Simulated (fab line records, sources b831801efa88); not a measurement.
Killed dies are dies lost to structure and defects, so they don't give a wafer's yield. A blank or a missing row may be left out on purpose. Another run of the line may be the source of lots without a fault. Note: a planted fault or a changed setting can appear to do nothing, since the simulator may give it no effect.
One fault through the eyes of 2 desks :: flow gf180mcu :: only its own numbers are on each desk; what lay behind them is given at the end

FOR THE TOOL OWNER'S DESK: implanter-04
For each lot that ran on this tool, the mean over its sampled wafers that have a number, from the tool's own readings at GF_MVSD_IMPLANT_09. Marked OUT: a lot whose mean sits more than 4 standard deviations from the usual mean, which makes it out of limits; the brackets give that distance.
Columns: A = tilt deg at GF_MVSD_IMPLANT_09, usual -0.003 degrees
lot: L199
first seen here: day 4 22:52
A: 0.021

lot: L202
first seen here: day 5 15:24
A: 0.013

lot: L207
first seen here: day 6 21:02
A: 5.554 (+99 or more) OUT

lot: L208
first seen here: day 7 03:28
A: 5.565 (+99 or more) OUT

lot: L220
first seen here: day 10 00:19
A: -0.016
This desk's finding: out of limits on L207, L208; first on L207, day 6 21:02 (tilt deg at GF_MVSD_IMPLANT_09). L199, L202, L220 stayed within limits.

METROLOGY DESK
Lot by lot, what the gauges showed, no matter which tool ran the lot: averages of those sampled wafers that carry a number. Marked OUT: a lot whose mean sits more than 4 standard deviations from the usual mean, which makes it out of limits; the brackets give that distance.
Columns: A = MVSD_TW at GF_MVSD_TW_MEAS_11, usual 1575
lot: L197
first seen here: day 4 11:19
A: 1576

lot: L199
first seen here: day 4 23:07
A: 1576

lot: L200
first seen here: day 5 04:43
A: 1578

lot: L201
first seen here: day 5 09:28
A: 1571

lot: L202
first seen here: day 5 15:38
A: 1579

lot: L206
first seen here: day 6 17:07
A: 1570

lot: L207
first seen here: day 6 21:17
A: 1609 (+4.7) OUT

lot: L208
first seen here: day 7 03:41
A: 1599

lot: L214
first seen here: day 8 12:08
A: 1580

lot: L217
first seen here: day 9 06:58
A: 1574

lot: L219
first seen here: day 9 19:01
A: 1576

lot: L220
first seen here: day 10 00:34
A: 1564
Finding of this desk: L207 out of limits, first seen on L207 at day 6 21:17 (MVSD_TW at GF_MVSD_TW_MEAS_11). L197, L199, L200, L201, L202, L206, L208, L214, L217, L219, L220 stayed within limits.

BROUGHT TOGETHER
On L207, L208, at day 6 21:02, an alarm was possible from the tool owner's desk.
L207 would have let the metrology desk raise an alarm at day 6 21:17.
The metrology desk has L208 on record, within its limits.
Every lot named ran GF_MVSD_IMPLANT_09 on implanter-04.

WHAT THE SIMULATOR PUT IN
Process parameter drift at GF_MVSD_IMPLANT_09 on implanter-04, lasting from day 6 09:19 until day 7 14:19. The setting tilt deg was moved by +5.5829, starting from 0. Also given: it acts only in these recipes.
Shown lots that were struck: L207, L208.
Counting hours from when the fault started, the first reading out of limits came at 12 for the tool owner's desk and at 12 for the metrology desk.
